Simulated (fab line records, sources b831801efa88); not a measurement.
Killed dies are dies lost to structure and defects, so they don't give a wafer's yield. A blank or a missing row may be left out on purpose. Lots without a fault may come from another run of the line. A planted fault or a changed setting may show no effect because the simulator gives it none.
Chamber matching | flow sky130 | SKY_CONTACT_CMP_04 on cmp-01: 4 sister chambers
The step polishes SiO2. 4 wafers are shown with their chamber, then 7 later ones without.

WAFERS WITH THEIR CHAMBER
wafer  | chamber | motor_current_A (A)
L369.1 | 0       | 11.1
L369.5 | 3       | 9.8
L372.1 | 2       | 11.9
L372.4 | 1       | 13.4

WAFERS WITHOUT THEIR CHAMBER
wafer  | motor_current_A (A)
L372.5 | 14.1
L373.3 | 9.8
L373.4 | 13.3
L373.6 | 12.0
L374.4 | 10.0
L374.5 | 11.8
L374.6 | 10.4

WHICH CHAMBER EACH WENT THROUGH
wafer  | from the rows above     | in truth
L372.5 | 1                       | 1
L373.3 | 3                       | 3
L373.4 | 1                       | 1
L373.6 | 2                       | 2
L374.4 | 3                       | 3
L374.5 | can't be placed: 2 or 0 | 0
L374.6 | can't be placed: 3 or 0 | 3
Placed correctly: 5 of 7. Can't be placed from these rows: 2 (the true chamber is among the candidates in 2). Placed wrongly: 0.
How it was worked out, from the rows above alone: a wafer's distance from a chamber is the root of the sum, over the readings, of the square of ((its reading less the chamber's mean) divided by the reading's scatter). The wafer belongs to the nearest chamber; if the next one is less than 2 further off, it can't be placed. A chamber's mean is the mean of its shown wafers. The scatter: with one shown wafer a chamber, the root of the mean of the squares of how far each hidden wafer lies from its nearest shown one.
